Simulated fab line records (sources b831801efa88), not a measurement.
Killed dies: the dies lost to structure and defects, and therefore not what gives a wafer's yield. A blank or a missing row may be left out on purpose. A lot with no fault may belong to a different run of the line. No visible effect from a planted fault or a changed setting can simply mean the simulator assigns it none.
Chamber matching :: flow sky130 :: 4 sister chambers for SKY_CONTACT_CMP_27 on cmp-02
The step polishes, stops on SiO2, t overpolish 15 s, target thk 0 nm. 4 wafers are shown with their chamber, then 12 later ones without.

WAFERS, EACH WITH ITS CHAMBER
wafer: L087.5
chamber: 1
motor current A (A): 10.6

wafer: L088.1
chamber: 3
motor current A (A): 10.0

wafer: L089.1
chamber: 0
motor current A (A): 10.9

wafer: L089.3
chamber: 2
motor current A (A): 9.3

WAFERS WHOSE CHAMBER IS MISSING
wafer: L089.6
motor current A (A): 10.5

wafer: L090.2
motor current A (A): 10.3

wafer: L090.4
motor current A (A): 9.5

wafer: L092.1
motor current A (A): 10.6

wafer: L092.2
motor current A (A): 10.8

wafer: L092.3
motor current A (A): 9.5

wafer: L094.2
motor current A (A): 10.7

wafer: L094.5
motor current A (A): 10.3

wafer: L094.6
motor current A (A): 9.7

wafer: L095.1
motor current A (A): 9.1

wafer: L095.3
motor current A (A): 10.1

wafer: L095.4
motor current A (A): 10.6

EACH ONE'S CHAMBER
wafer: L089.6
from the rows above: can't be placed: 1 or 0
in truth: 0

wafer: L090.2
from the rows above: can't be placed: 1 or 3 or 0
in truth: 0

wafer: L090.4
from the rows above: can't be placed: 2 or 3
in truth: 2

wafer: L092.1
from the rows above: can't be placed: 1 or 0
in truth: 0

wafer: L092.2
from the rows above: can't be placed: 0 or 1
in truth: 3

wafer: L092.3
from the rows above: can't be placed: 2 or 3
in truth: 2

wafer: L094.2
from the rows above: can't be placed: 1 or 0
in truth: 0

wafer: L094.5
from the rows above: can't be placed: 1 or 3 or 0
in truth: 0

wafer: L094.6
from the rows above: can't be placed: 3 or 2
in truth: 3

wafer: L095.1
from the rows above: 2
in truth: 2

wafer: L095.3
from the rows above: 3
in truth: 3

wafer: L095.4
from the rows above: can't be placed: 1 or 0
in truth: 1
Placed correctly: 2 of 12. These rows do not allow placing 10 (true chamber among the candidates in 9). Wrongly placed: 0.
How it was worked out, from the rows above alone: a wafer's distance from a chamber is the root of the sum, over the readings, of the square of ((its reading less the chamber's mean) divided by the reading's scatter). If the next closest chamber is less than 2 further off than the closest, the wafer can't be placed; otherwise it belongs to the closest. For every chamber, the mean is computed from those of its wafers that are shown. The scatter: root of mean squared gap, hidden wafer to nearest shown wafer, with one shown wafer a chamber.
